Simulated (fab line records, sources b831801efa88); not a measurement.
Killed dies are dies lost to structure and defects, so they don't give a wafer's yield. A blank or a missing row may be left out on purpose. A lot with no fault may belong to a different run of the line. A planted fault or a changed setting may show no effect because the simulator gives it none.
2 desks looking at one fault + flow sky130 + numbers are kept per desk, each desk with only its own; the story behind them comes last

## AT THE TOOL OWNER'S DESK: litho track-01
The tool's own readings at SKY_VT_ADJUST_NCORE_PEB_05: means of the sampled wafers that have a number, for each lot that ran on this tool. Marked OUT: a lot whose mean sits more than 4 standard deviations from the usual mean, which makes it out of limits; the brackets give that distance.
Columns: A = exhaust pa at SKY_VT_ADJUST_NCORE_PEB_05, usual 45.0 Pa
| lot  | first seen here | A    |
|------|-----------------|------|
| L422 | day 9 08:53     | 44.4 |
| L435 | day 14 02:26    | 46.2 |
| L438 | day 15 03:52    | 45.1 |
| L439 | day 15 22:38    | 43.9 |
This desk's verdict: no lot among the 4 shows anything out of limits.

## AT THE METROLOGY DESK
Lot by lot, what the gauges showed, no matter which tool ran the lot: averages of those sampled wafers that carry a number. Marked OUT: a lot whose mean sits more than 4 standard deviations from the usual mean, which makes it out of limits; the brackets give that distance.
Columns: A = cd nm at SKY_FIELD_ISO_CD_MEAS_13, usual 149.9 nm; B = FIELD_ISO_OXIDATION_01_THK at SKY_FIELD_ISO_THK_MEAS_23, usual 10.06 nm; C = NWELL_OXIDATION_THK at SKY_NWELL_THK_MEAS_02, usual 10.02 nm
| lot  | first seen here | A     | B     | C     |
|------|-----------------|-------|-------|-------|
| L418 | day 2 03:58     | 149.2 | 10.41 | 10.09 |
| L420 | day 2 05:38     | 150.4 | 10.02 | 10.17 |
| L421 | day 2 08:43     | 150.0 | 9.97  | 10.00 |
| L422 | day 2 11:48     | 150.1 | 10.02 | 9.96  |
| L423 | day 3 06:43     | 149.0 | 9.86  | 9.83  |
| L426 | day 3 23:46     | 151.7 | 9.98  | 10.33 |
| L428 | day 4 08:19     | 151.0 | 10.13 | 10.00 |
| L431 | day 5 02:31     | 149.7 | 10.23 | 10.09 |
| L432 | day 5 06:40     | 152.4 | 10.34 | 9.88  |
| L435 | day 5 22:52     | 147.6 | 10.12 | 10.24 |
| L436 | day 6 03:49     | 150.1 | 9.93  | 10.17 |
| L438 | day 6 13:04     | 149.2 | 10.32 | 9.80  |
| L439 | day 6 18:32     | 148.8 | 9.60  | 10.25 |
| L440 | day 7 01:10     | 150.5 | 9.88  | 10.05 |
This desk's verdict: no lot among the 14 shows anything out of limits.

## BROUGHT TOGETHER
Nothing out of limits was seen by the tool owner's desk.
The metrology desk saw nothing out of limits.

## WHAT THE SIMULATOR HAD INSERTED
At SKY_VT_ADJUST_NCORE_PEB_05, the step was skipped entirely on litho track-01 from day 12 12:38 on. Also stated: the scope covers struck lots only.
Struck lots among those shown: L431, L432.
